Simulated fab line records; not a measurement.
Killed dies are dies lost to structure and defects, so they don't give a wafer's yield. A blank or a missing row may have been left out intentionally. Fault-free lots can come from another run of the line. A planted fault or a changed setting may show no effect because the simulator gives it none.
fab line records	flow sky130
record: lots: 7	wafers: 21	last_day: 49
route steps=708 shown VIA4@648 PAD_OPEN@708
lots with no fault: from the same line, run without faults
start_h: start of the lot's first displayed wafer, in hours after the record's first day	wait_h: time in hours since the lot's previous step	" identical to the entry in the row above	L1.1+2: several wafers, shown together as one row	- either no value or no given start	* or withheld: withheld	< > ~ a bound
route shown NAME@n: names a module that has steps shown in the file, with the first one's number in the route	usual: the fault-free wafers' mean and standard deviation	same: alike in all rows	chamber/n: place in a boat	sites: the reading at each site	_std_site: how widely they spread, as a standard deviation	_edge_site: mean of outer sites minus mean of inner sites	radius_mm: how far each site lies from the wafer's centre	mask NAME#n: copy n	behind: tool/chamber where the wafer was last shaped	hold: why the lot went on hold/how many hours it stayed there/how the hold came to an end	device: the transistor (n, p or np) that didn't switch	end of line: at the end of the route, the tests of the same wafers	step lacking rows: just its recipe	killed: the dies lost at the first sort to structure and to defects; this is not the yield of the wafer	map: per-die view of a wafer (x killed, . not killed, _ where there is no die)
set.NAME: setting as actually run; set.NAME@STEP: the setting as run at that earlier step	model.NAME: the simulator's own value behind a step, which no gauge read
lots at some steps of the route; a table a step, a row a wafer
services: the hour from which a tool's chamber was out of use, counted from the record's first day as start_h (under 0 if before that day), plus the number of hours and why
== steps ==
step: SKY_VIA4_PEB_09
recipe: temp_c: withheld	time_s: *	resist: NOVOLAK
step: SKY_VIA4_DEVELOP_10
recipe: resist: NOVOLAK	developer: TMAH	develop_time_s: 60	dev_temp_c: 23
step: SKY_VIA4_OVL_MEAS_11
usual: VIA4_OVL: -0.3/1.5
lot.wafer	tool	chamber	start_h	wait_h	VIA4_OVL[nm]
L108.1	overlay-01	-	1041.32	0.1	-0.5
L108.3	"	-	"	"	2.0
L108.6	"	-	"	"	-0.5
L109.3	overlay-02	-	1041.63	0.1	-3.3
L109.4	"	-	"	"	-0.7
L109.5	"	-	"	"	-0.9
L112.2	overlay-02	-	1044.88	0.1	-3.0
L112.3	"	-	"	"	-3.6
L112.4	"	-	"	"	-2.4
L121.4	overlay-02	-	1109.30	0.1	0.2
L121.5	"	-	"	"	0.2
L121.6	"	-	"	"	-1.5
L122.2	overlay-02	-	1110.87	0.1	2.4
L122.3	"	-	"	"	1.8
L122.4	"	-	"	"	2.1
L124.1	overlay-01	-	1116.08	0.1	0.2
L124.2	"	-	"	"	-2.2
L124.4	"	-	"	"	0.5
L127.2	overlay-01	-	1130.03	0.1	0.1
L127.3	"	-	"	"	-1.3
L127.6	"	-	"	"	0.4
step: SKY_VIA4_ETCH_12
recipe: target: SiO2	chemistry: C4F8/O2/Ar	stop_on: TiN	mask_material: NOVOLAK	source_w: 1500	bias_w: 1200	pressure_mtorr: 40	c4f8_flow_sccm: withheld	O2_flow_sccm: 6	Ar_flow_sccm: 300	time_s: withheld	target_depth_a: 5800
usual: oes_product_au: 0.926/0.0045	rf_fwd_power_W: 1492/5.3
lot.wafer	tool	chamber	start_h	wait_h	oes_product_au	rf_fwd_power_W
L108.1	rie_diel-02	3	1041.35	0.0	0.928	1494
L108.3	"	0	"	"	0.933	1493
L108.6	"	0	"	"	0.932	1490
L109.3	rie_diel-01	0	1041.65	0.0	0.922	1489
L109.4	"	2	"	"	0.920	1493
L109.5	"	2	"	"	0.931	1493
L112.2	rie_diel-02	1	1044.91	0.0	0.920	1497
L112.3	"	2	"	"	0.928	1498
L112.4	"	3	"	"	0.914	1494
L121.4	rie_diel-04	0	1109.35	0.0	0.918	1493
L121.5	"	2	"	"	0.921	1483
L121.6	"	3	"	"	0.934	1494
L122.2	rie_diel-04	3	1110.90	0.0	0.920	1497
L122.3	"	0	"	"	0.923	1492
L122.4	"	3	"	"	0.930	1495
L124.1	rie_diel-04	1	1116.12	0.0	0.932	1485
L124.2	"	0	"	"	0.925	1486
L124.4	"	3	"	"	0.929	1491
L127.2	rie_diel-02	3	1130.06	0.0	0.924	1505
L127.3	"	1	"	"	0.931	1490
L127.6	"	3	"	"	0.922	1497
step: SKY_VIA4_STRIP_13
recipe: chemistry: O2/N2	power_w: 1400	pressure_mtorr: 1500	platen_temp_c: withheld	o2_flow_sccm: 3000	n2_flow_sccm: 300	overash_fraction: 0.5
usual: drypump_motor_current_A: 5.4/0.45	oes_product_au: 0.709/0.0048	strip_time_to_endpoint_s: 12.81/0.038
lot.wafer	tool	chamber	start_h	wait_h	drypump_motor_current_A	oes_product_au	rf_hours_counter_h	strip_time_to_endpoint_s
L108.1	plasma_asher-04	1	1041.43	-	5.8	0.705	63	12.84
L108.3	"	1	"	"	5.8	0.712	-	12.78
L108.6	"	1	"	"	5.8	0.709	-	12.79
L109.3	plasma_asher-03	0	1041.76	-	6.2	0.718	-	12.80
L109.4	"	1	"	"	5.3	0.709	-	12.74
L109.5	"	1	"	"	5.3	0.707	-	12.80
L112.2	plasma_asher-02	1	1044.99	-	4.7	0.706	121	12.90
L112.3	"	0	"	"	5.4	0.714	-	12.81
L112.4	"	1	"	"	4.8	0.704	-	12.87
L121.4	plasma_asher-02	0	1109.42	-	5.4	0.712	-	12.79
L121.5	"	0	"	"	5.5	0.709	-	12.83
L121.6	"	1	"	"	4.8	0.715	-	12.79
L122.2	plasma_asher-02	0	1110.98	-	5.5	0.709	4	12.84
L122.3	"	1	"	"	4.8	0.703	-	12.76
L122.4	"	0	"	"	5.5	0.706	-	12.82
L124.1	plasma_asher-02	0	1116.19	-	5.4	0.712	5	12.77
L124.2	"	1	"	"	4.7	0.715	5	12.82
L124.4	"	0	"	"	5.5	0.717	-	12.79
L127.2	plasma_asher-04	0	1130.13	-	5.4	0.707	72	12.81
L127.3	"	0	"	"	5.4	0.712	-	12.79
L127.6	"	0	"	"	5.4	0.716	-	12.82
step: SKY_VIA4_STRIP_14
recipe: chemistry: post_etch_residue_remover	time_s: 1200	temp_c: 72.5
step: SKY_VIA4_CLEAN_15
recipe: chemistry: IPA	time_s: 180	temp_c: 25
step: SKY_VIA4_CLEAN_16
recipe: chemistry: O3/DIW	dry: n2_spin
step: SKY_VIA4_SPUTTER_17
recipe: material: TiN	target_thk_nm: 20	chamber_pressure_pa: 5	power_w: 4000	time_s: 80
usual: throttle_valve_pct: 29.9/1.2
lot.wafer	tool	chamber	start_h	wait_h	throttle_valve_pct
L108.1	pvd_sputter-04	-	1042.06	0.0	30.2
L108.3	"	-	"	"	28.9
L108.6	"	-	"	"	32.5
L109.3	pvd_sputter-03	-	1042.36	0.0	29.8
L109.4	"	-	"	"	30.0
L109.5	"	-	"	"	29.9
L112.2	pvd_sputter-03	-	1045.68	0.0	27.9
L112.3	"	-	"	"	29.8
L112.4	"	-	"	"	30.1
L121.4	pvd_sputter-03	-	1109.98	0.0	30.2
L121.5	"	-	"	"	29.7
L121.6	"	-	"	"	27.8
L122.2	pvd_sputter-03	-	1111.88	0.0	30.0
L122.3	"	-	"	"	30.2
L122.4	"	-	"	"	29.7
L124.1	pvd_sputter-02	-	1116.79	0.0	30.9
L124.2	"	-	"	"	30.1
L124.4	"	-	"	"	28.9
L127.2	pvd_sputter-02	-	1130.72	0.0	31.1
L127.3	"	-	"	"	30.0
L127.6	"	-	"	"	31.1
step: SKY_VIA4_CVD_18
recipe: material: W	target_thk_nm: 505	time_s: 152.14	temp_c: 400	pressure_torr: 40
usual: heater_power_outer_w: 579/65	heater_power_w: 920/52
lot.wafer	tool	chamber	start_h	wait_h	heater_power_outer_w	heater_power_w
L108.1	cvd_w-01	0	1042.12	0.0	514	838
L108.3	"	1	"	"	659	959
L108.6	"	1	"	"	680	996
L109.3	cvd_w-02	1	1042.47	0.1	605	994
L109.4	"	0	"	"	531	898
L109.5	"	0	"	"	527	885
L112.2	cvd_w-01	0	1045.75	0.0	502	845
L112.3	"	1	"	"	682	972
L112.4	"	0	"	"	505	847
L121.4	cvd_w-02	0	1110.09	0.1	537	908
L121.5	"	1	"	"	626	974
L121.6	"	0	"	"	518	902
L122.2	cvd_w-02	1	1111.94	0.0	612	963
L122.3	"	1	"	"	618	943
L122.4	"	0	"	"	514	902
L124.1	cvd_w-01	0	1116.85	0.0	517	844
L124.2	"	1	"	"	670	968
L124.4	"	0	"	"	523	874
L127.2	cvd_w-01	0	1130.79	0.0	499	845
L127.3	"	0	"	"	518	845
L127.6	"	1	"	"	672	945
step: SKY_VIA4_RS_MEAS_19
recipe: thk_meas_gauge: four-point-probe	reads: W_of_VIA4_CVD_18+TiN_of_VIA4_SPUTTER_17
usual: VIA4_W_RS: 0.2260/0.0025
lot.wafer	tool	chamber	start_h	wait_h	VIA4_W_RS[ohm/sq]
L108.1	film_metro-02	-	1042.27	0.1	0.2234
L108.3	"	-	"	"	0.2277
L108.6	"	-	"	"	0.2296
L109.3	film_metro-01	-	1042.62	0.1	0.2263
L109.4	"	-	"	"	0.2292
L109.5	"	-	"	"	0.2271
L112.2	film_metro-02	-	1045.92	0.1	0.2216
L112.3	"	-	"	"	0.2275
L112.4	"	-	"	"	0.2226
L121.4	film_metro-02	-	1110.26	0.1	0.2282
L121.5	"	-	"	"	0.2268
L121.6	"	-	"	"	0.2266
L122.2	film_metro-03	-	1112.16	0.2	0.2269
L122.3	"	-	"	"	0.2270
L122.4	"	-	"	"	0.2259
L124.1	film_metro-01	-	1117.00	0.1	0.2212
L124.2	"	-	"	"	0.2240
L124.4	"	-	"	"	0.2208
L127.2	film_metro-02	-	1130.96	0.1	0.2235
L127.3	"	-	"	"	0.2234
L127.6	"	-	"	"	0.2265
step: SKY_VIA4_THK_MEAS_20
recipe: thk_meas_gauge: xrf	reads: W_of_VIA4_CVD_18
usual: VIA4_W_THK: 514/7.8
lot.wafer	tool	chamber	start_h	wait_h	VIA4_W_THK[nm]
L108.1	film_metro-02	-	1042.39	0.1	527
L108.3	"	-	"	"	519
L108.6	"	-	"	"	513
L109.3	film_metro-01	-	1042.72	0.1	506
L109.4	"	-	"	"	499
L109.5	"	-	"	"	505
L112.2	film_metro-02	-	1046.03	0.1	531
L112.3	"	-	"	"	517
L112.4	"	-	"	"	524
L121.4	film_metro-02	-	1110.35	0.1	515
L121.5	"	-	"	"	521
L121.6	"	-	"	"	521
L122.2	film_metro-03	-	1112.27	0.1	509
L122.3	"	-	"	"	510
L122.4	"	-	"	"	512
L124.1	film_metro-01	-	1117.12	0.1	523
L124.2	"	-	"	"	515
L124.4	"	-	"	"	526
L127.2	film_metro-02	-	1131.07	0.1	528
L127.3	"	-	"	"	528
L127.6	"	-	"	"	520
step: SKY_VIA4_CMP_21
recipe: stop_on: SiO2	t_overpolish_s: 25	down_force_psi: 3.5	platen_rpm: 60	target_thk_nm: 0	pad_velocity_m_s: 0.94248
usual: edge_zone_pressure_frac: 1.000/0.005	head_pressure_psi: 3.501/0.0082	motor_current_A: 11.4/0.87	overpolish_run_s: 24.999/0.0087	platen_rpm: 59.99/0.039	time_to_endpoint_s: 124/3.7
lot.wafer	tool	chamber	start_h	wait_h	edge_zone_pressure_frac	head_pressure_psi	motor_current_A	overpolish_run_s	platen_rpm	time_to_endpoint_s	model.W_of_VIA4_CVD_18.thk_nm	model.SiO2_of_VIA4_HDPCVD_00.thk_nm
L108.3	cmp-01	1	1042.45	0.0	-	-	-	-	-	-	503.3	581.6
L108.1	"	3	"	"	-	-	-	-	-	-	511.4	581
L108.6	"	2	"	"	-	-	-	-	-	-	497.1	580.3
L109.4	cmp-02	2	1042.76	0.0	-	-	-	-	-	-	498.2	581.3
L109.3	"	3	"	"	-	-	-	-	-	-	504.4	579.4
L109.5	"	3	"	"	-	-	-	-	-	-	502.3	579.8
L112.4	cmp-02	3	1046.16	0.1	-	-	-	-	-	-	513	579.1
L112.3	"	1	"	"	-	-	-	-	-	-	502.5	579.2
L112.2	"	2	"	"	-	-	-	-	-	-	515.5	578.8
L121.4	cmp-02	0	1110.48	0.1	1.006	3.492	11.2	24.985	60.02	125	0	573.2
L121.5	"	3	"	"	0.996	3.505	12.5	25.014	59.94	127	0	572.9
L121.6	"	0	"	"	1.012	3.501	10.5	25.000	59.99	123	0	574.8
L122.4	cmp-01	0	1112.52	0.2	0.998	3.504	11.6	24.996	60.00	124	0	573.9
L122.2	"	2	"	"	1.008	3.513	11.8	24.988	59.92	125	0	573.9
L122.3	"	3	"	"	0.998	3.493	10.9	25.010	60.04	124	0	574.9
L124.4	cmp-01	3	1117.18	0.0	1.008	3.508	11.5	25.006	60.04	124	0	574.1
L124.2	"	1	"	"	1.005	3.503	10.4	24.991	59.96	126	0	574.2
L124.1	"	2	"	"	0.997	3.507	11.0	25.002	60.03	130	0	575.2
L127.3	cmp-01	1	1131.12	0.0	0.995	3.491	10.9	25.008	60.04	128	0	575.9
L127.2	"	2	"	"	0.991	3.497	11.4	25.018	59.99	130	0	575.5
L127.6	"	1	"	"	1.001	3.505	10.5	25.004	59.95	128	0	575.6
step: SKY_PAD_OPEN_PROBE_99
usual: defect_limited_yield: 82.9/1.8	killed_at_M0_to_M3: 42/7.2	killed_at_M4_up: 3.2/1.8	killed_at_contacts: 24/5.4	killed_at_front_end: 15/4	killed_at_other: 0.3/0.59	killed_dies: 84/9	killed_on_rim: 17/3.3	killed_open: 46/7.1	killed_short: 38/6	sort_bin_3_pad_short: 0.8/0.41	sort_bin_5_function: 10.1/1.3	sort_bin_6_memory: 6.3/1.2	sort_n_pass: 408/9	sort_yield_pct: 82.9/1.8
same: gross_dies: 492	killed_at_back_side: 0	sort_bin_4_leakage[%]: 0	sort_bin_8_speed[%]: 0
lot.wafer	tool	chamber	start_h	wait_h	defect_limited_yield[%]	killed_at_M0_to_M3	killed_at_M4_up	killed_at_contacts	killed_at_front_end	killed_at_other	killed_dies	killed_on_rim	killed_open	killed_short	sort_bin_3_pad_short[%]	sort_bin_5_function[%]	sort_bin_6_memory[%]	sort_n_pass	sort_yield_pct[%]
L108.1	prober-01	-	1109.30	0.1	0	34	423	23	12	0	492	96	36	38	85.6	9.6	4.9	0	0
L108.3	prober-01	-	1109.40	0.2	0	26	437	21	8	0	492	96	30	29	89.0	7.3	3.7	0	0
L108.6	prober-01	-	1109.55	0.2	0	35	420	20	17	0	492	96	37	40	85.2	8.1	6.7	0	0
L109.3	prober-02	-	1110.04	0.2	0	48	394	30	20	0	492	96	54	47	80.1	12.4	7.5	0	0
L109.4	prober-02	-	1110.09	0.2	0	39	415	21	16	1	492	96	43	38	84.3	9.8	5.9	0	0
L109.5	prober-02	-	1110.14	0.2	0	40	414	19	19	0	492	96	42	37	85.2	9.3	5.5	0	0
L112.2	prober-01	-	1112.28	0.1	0	35	414	35	6	2	492	96	39	40	85.0	11.0	4.1	0	0
L112.3	prober-01	-	1112.33	0.2	0	41	421	20	10	0	492	96	34	38	86.0	9.6	4.5	0	0
L112.4	prober-01	-	1112.38	0.2	0	44	412	26	10	0	492	96	40	42	84.6	10.6	4.9	0	0
L121.4	prober-01	-	1168.99	0.2	82.7	46	4	22	13	0	85	16	46	39	1.0	11.6	4.7	407	82.7
L121.5	prober-01	-	1169.04	0.2	82.7	40	2	26	16	1	85	18	42	43	0.6	10.6	6.1	407	82.7
L121.6	prober-01	-	1169.09	0.2	81.3	44	4	22	22	0	92	22	39	53	1.2	12.0	5.5	400	81.3
L124.1	prober-02	-	1176.08	0.1	84.1	44	3	20	10	1	78	18	38	40	0.8	8.9	6.1	414	84.1
L124.2	prober-02	-	1176.13	0.1	80.9	53	2	23	16	0	94	18	54	40	0.8	11.4	6.9	398	80.9
L124.4	prober-02	-	1176.23	0.2	84.3	38	1	28	9	1	77	10	43	34	1.4	8.3	5.9	415	84.3
killed by level:class
L108.1 VIA4:area_cmp=418 LOCAL_INTERCONNECT:geometric_particle:short=9 CONTACT:geometric_particle:open=8 VIA1:geometric_particle:short=7 VIA1:geometric_particle:open=7 FIELD_ISO:geometric_particle:short=5 VIA2:geometric_particle:open=5 VIA3:geometric_particle:open=4
L108.3 VIA4:area_cmp=433 CONTACT:geometric_particle:open=8 LOCAL_INTERCONNECT:geometric_particle:short=5 VIA1:geometric_particle:short=5 LI_CONTACT:geometric_particle:open=4 CONTACT:geometric_particle:short=4 VIA1:geometric_particle:open=4 METAL1:geometric_particle:short=3
L108.6 VIA4:area_cmp=415 CONTACT:geometric_particle:open=6 LI_CONTACT:geometric_particle:open=5 LOCAL_INTERCONNECT:geometric_particle:short=5 METAL1:geometric_particle:short=5 VIA1:geometric_particle:open=5 VIA1:geometric_particle:short=5 POLY_GATE:geometric_particle:short=4
L109.3 VIA4:area_cmp=390 LI_CONTACT:geometric_particle:open=9 VIA3:geometric_particle:open=9 METAL2:geometric_particle:short=8 LOCAL_INTERCONNECT:geometric_particle:short=7 CONTACT:geometric_particle:open=7 VIA1:geometric_particle:short=7 VIA1:geometric_particle:open=7
L109.4 VIA4:area_cmp=410 LI_CONTACT:geometric_particle:open=9 METAL3:geometric_particle:short=6 VIA3:geometric_particle:open=6 VIA1:geometric_particle:short=5 VIA2:geometric_particle:open=5 FIELD_ISO:geometric_particle:open=4 POLY_GATE:geometric_particle:short=4
L109.5 VIA4:area_cmp=413 VIA1:geometric_particle:open=8 CONTACT:geometric_particle:open=8 FIELD_ISO:geometric_particle:open=6 METAL1:geometric_particle:short=6 VIA2:geometric_particle:open=6 POLY_GATE:geometric_particle:open=5 METAL2:geometric_particle:short=5
L112.2 VIA4:area_cmp=412 LI_CONTACT:geometric_particle:open=11 VIA1:geometric_particle:open=11 CONTACT:geometric_particle:short=7 CONTACT:geometric_particle:open=6 LI_CONTACT:geometric_particle:short=5 LOCAL_INTERCONNECT:geometric_particle:short=5 VIA2:geometric_particle:open=4
L112.3 VIA4:area_cmp=420 VIA3:geometric_particle:open=11 CONTACT:geometric_particle:open=7 METAL2:geometric_particle:short=6 LOCAL_INTERCONNECT:geometric_particle:short=5 METAL1:geometric_particle:short=4 VIA1:geometric_particle:open=4 VIA2:geometric_particle:short=4
L112.4 VIA4:area_cmp=410 VIA1:geometric_particle:open=10 CONTACT:geometric_particle:open=8 METAL3:geometric_particle:short=7 CONTACT:geometric_particle:short=6 METAL2:geometric_particle:short=6 LI_CONTACT:geometric_particle:open=5 VIA3:geometric_particle:open=5
L121.4 VIA1:geometric_particle:open=10 CONTACT:geometric_particle:open=9 VIA2:geometric_particle:open=7 METAL2:geometric_particle:short=6 METAL1:geometric_particle:short=5 VIA1:geometric_particle:short=5 FIELD_ISO:geometric_particle:open=4 POLY_GATE:geometric_particle:open=4
L121.5 VIA1:geometric_particle:open=11 CONTACT:geometric_particle:open=9 LOCAL_INTERCONNECT:geometric_particle:short=7 METAL3:geometric_particle:short=6 FIELD_ISO:geometric_particle:open=5 METAL1:geometric_particle:short=5 CONTACT:geometric_particle:short=5 VIA2:geometric_particle:open=5
L121.6 METAL1:geometric_particle:short=13 VIA1:geometric_particle:open=9 FIELD_ISO:geometric_particle:short=7 CONTACT:geometric_particle:open=7 LOCAL_INTERCONNECT:geometric_particle:short=6 VIA1:geometric_particle:short=6 POLY_GATE:geometric_particle:short=5 LI_CONTACT:geometric_particle:open=5
L124.1 VIA1:geometric_particle:open=10 VIA3:geometric_particle:open=9 LI_CONTACT:geometric_particle:short=6 METAL1:geometric_particle:short=6 CONTACT:geometric_particle:short=4 CONTACT:geometric_particle:open=4 VIA2:geometric_particle:open=4 POLY_GATE:geometric_particle:short=3
L124.2 VIA1:geometric_particle:open=14 LI_CONTACT:geometric_particle:open=9 CONTACT:geometric_particle:open=8 METAL1:geometric_particle:short=6 VIA2:geometric_particle:short=6 VIA2:geometric_particle:open=5 VIA3:geometric_particle:open=5 FIELD_ISO:geometric_particle:short=4
L124.4 VIA1:geometric_particle:open=10 LI_CONTACT:geometric_particle:open=8 CONTACT:geometric_particle:open=7 VIA3:geometric_particle:open=5 METAL2:geometric_particle:short=5 LOCAL_INTERCONNECT:geometric_particle:short=4 METAL3:geometric_particle:short=4 FIELD_ISO:geometric_particle:short=3
map L108.1 (x killed, . not)
__________xxxxxxxxxx_________
________xxxxxxxxxxxxxx_______
______xxxxxxxxxxxxxxxxxx_____
_____xxxxxxxxxxxxxxxxxxxx____
____xxxxxxxxxxxxxxxxxxxxxx___
___xxxxxxxxxxxxxxxxxxxxxxxx__
__xxxxxxxxxxxxxxxxxxxxxxxxxx_
_xxxxxxxxxxxxxxxxxxxxxxxxxxxx
_xxxxxxxxxxxxxxxxxxxxxxxxxxxx
_xxxxxxxxxxxxxxxxxxxxxxxxxxxx
_xxxxxxxxxxxxxxxxxxxxxxxxxxxx
_xxxxxxxxxxxxxxxxxxxxxxxxxxxx
_xxxxxxxxxxxxxxxxxxxxxxxxxxxx
_xxxxxxxxxxxxxxxxxxxxxxxxxxxx
_xxxxxxxxxxxxxxxxxxxxxxxxxxxx
__xxxxxxxxxxxxxxxxxxxxxxxxxx_
___xxxxxxxxxxxxxxxxxxxxxxxx__
____xxxxxxxxxxxxxxxxxxxxxx___
_____xxxxxxxxxxxxxxxxxxxx____
______xxxxxxxxxxxxxxxxxx_____
________xxxxxxxxxxxxxx_______
__________xxxxxxxxxx_________
map L109.3 (x killed, . not)
__________xxxxxxxxxx_________
________xxxxxxxxxxxxxx_______
______xxxxxxxxxxxxxxxxxx_____
_____xxxxxxxxxxxxxxxxxxxx____
____xxxxxxxxxxxxxxxxxxxxxx___
___xxxxxxxxxxxxxxxxxxxxxxxx__
__xxxxxxxxxxxxxxxxxxxxxxxxxx_
_xxxxxxxxxxxxxxxxxxxxxxxxxxxx
_xxxxxxxxxxxxxxxxxxxxxxxxxxxx
_xxxxxxxxxxxxxxxxxxxxxxxxxxxx
_xxxxxxxxxxxxxxxxxxxxxxxxxxxx
_xxxxxxxxxxxxxxxxxxxxxxxxxxxx
_xxxxxxxxxxxxxxxxxxxxxxxxxxxx
_xxxxxxxxxxxxxxxxxxxxxxxxxxxx
_xxxxxxxxxxxxxxxxxxxxxxxxxxxx
__xxxxxxxxxxxxxxxxxxxxxxxxxx_
___xxxxxxxxxxxxxxxxxxxxxxxx__
____xxxxxxxxxxxxxxxxxxxxxx___
_____xxxxxxxxxxxxxxxxxxxx____
______xxxxxxxxxxxxxxxxxx_____
________xxxxxxxxxxxxxx_______
__________xxxxxxxxxx_________
== services ==
tool	chamber	start_h	hours	kind
cmp-01	-	1019.73	1.0	repair
cmp-01	-	1029.96	1.0	repair
cmp-02	-	1032.68	4.8	repair
plasma_asher-03	-	1034.58	5.4	repair
rie_diel-02	-	1036.24	0.4	repair
cmp-01	-	1048.72	6.0	pm
rie_diel-04	-	1050.56	28.1	pm
plasma_asher-02	-	1055.25	9.0	pm
plasma_asher-02	0	1055.25	9.0	vent_cycle
plasma_asher-02	1	1055.25	9.0	vent_cycle
cmp-01	-	1059.60	0.3	repair
plasma_asher-02	0	1064.25	-	clean
rie_diel-02	-	1067.59	14.6	pm
cvd_w-01	-	1068.46	14.6	pm
cmp-02	-	1072.71	2.6	repair
cmp-01	-	1083.59	0.2	repair
cmp-01	-	1083.76	6.4	repair
cmp-02	-	1084.20	4.0	pm
rie_diel-04	1	1084.48	26.8	repair
rie_diel-04	-	1101.76	2.8	pm
rie_diel-02	-	1105.66	2.8	pm
pvd_sputter-04	-	1122.24	18.3	repair
cmp-02	-	1125.23	2.0	repair
rie_diel-02	2	1128.67	8.8	repair
== key ==
first_sign: step: SKY_VIA4_CMP_21	reading: tool_record	direction: missing
effect: step: SKY_PAD_OPEN_PROBE_99	reading: killed_at_M4_up	direction: up	sigmas: 99+	usual: 3.2	struck: 416.7
model_effect: step: SKY_VIA4_CMP_21	value: W_of_VIA4_CVD_18.thk_nm	without: 0	struck: 505.3
more_kills_born_at: SKY_VIA4_CMP_21@cmp-02: 2455	SKY_VIA4_CMP_21@cmp-01: 1266
met_at SKY_VIA4_CMP_21
struck_wafers L108.1,L108.3,L108.6,L109.3,L109.4,L109.5,L112.2,L112.3,L112.4
later_rows_left_out L108.1,L108.3,L108.6,L109.3,L109.4,L109.5,L112.2,L112.3,L112.4
fault: kind: skipped_step_whole	tool: cmp-01,cmp-02	chamber: -	onset_h: 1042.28	steps: SKY_VIA4_CMP_21	scope: struck_lots_only
later_rows_left_out: the simulator's readings of these wafers behind a module that went badly wrong aren't trusted and aren't shown, but for the sort
